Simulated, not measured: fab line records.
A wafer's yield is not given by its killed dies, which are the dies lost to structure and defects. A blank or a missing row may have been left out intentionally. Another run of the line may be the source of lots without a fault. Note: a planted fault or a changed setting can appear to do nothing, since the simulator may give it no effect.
Which tool is to blame? + flow gf180mcu + 6 lots with 16 wafers sampled at 3 steps, on a route of 602 steps

WHAT THE GAUGES SHOWED, per wafer
GF_V2_CD_MEAS_14 targets a cd of 260 nm.
| lot  | measured     | on        | cd-nm (nm)        |
|------|--------------|-----------|-------------------|
| L774 | day 20 18:00 | cd-sem-02 | 258.0 257.8 258.2 |
| L776 | day 21 10:20 | cd-sem-02 | 261.2 262.5       |
| L778 | day 22 07:59 | cd-sem-01 | 258.6 258.5 259.9 |
| L780 | day 23 09:59 | cd-sem-01 | 259.7 260.0 259.7 |
| L782 | day 24 18:38 | cd-sem-01 | 260.4 260.0 260.8 |
| L788 | day 25 21:31 | cd-sem-01 | 260.4 260.3       |

EACH LOT AND THE TOOL THAT RAN IT (in order: tool; ch and the chambers of the sampled wafers; start)
| lot  | GF_M2_SPUTTER_01             | GF_M2_SPUTTER_04             |
|------|------------------------------|------------------------------|
| L774 | pvd-sputter-01, day 18 15:10 | pvd-sputter-01, day 18 15:16 |
| L776 | pvd-sputter-03, day 19 08:04 | pvd-sputter-03, day 19 08:10 |
| L778 | pvd-sputter-01, day 20 07:30 | pvd-sputter-01, day 20 07:35 |
| L780 | pvd-sputter-01, day 21 10:06 | pvd-sputter-01, day 21 10:11 |
| L782 | pvd-sputter-01, day 22 20:08 | pvd-sputter-01, day 22 20:13 |
| L788 | pvd-sputter-01, day 24 00:38 | pvd-sputter-01, day 24 00:43 |
- GF_M2_SPUTTER_01: material TiN, target thk 30 nm, time 25 s.
- GF_M2_SPUTTER_04: material TiN, target thk 50 nm, time 41.7 s.

THE ANSWER, worked out from the rows above alone
Rule: usual is defined by the lots themselves. Put in order of their means at a reading, lots are off if they are a third of the lots or fewer, leave a main group of 4 or more, and stand apart from it by a gap of 3 or more times the standard deviation of the main group's means; of several such gaps the widest counts. Not used: any main group whose means are identical at the precision the tables above print for the reading. A lot without any number at a reading at which 4 lots or more have one is off too. Where the step has rows for the other lots, those lots are counted as sound.
Nothing can be told from this: no lot is off at any reading shown.

WHAT HAD BEEN PUT IN BY THE SIMULATOR
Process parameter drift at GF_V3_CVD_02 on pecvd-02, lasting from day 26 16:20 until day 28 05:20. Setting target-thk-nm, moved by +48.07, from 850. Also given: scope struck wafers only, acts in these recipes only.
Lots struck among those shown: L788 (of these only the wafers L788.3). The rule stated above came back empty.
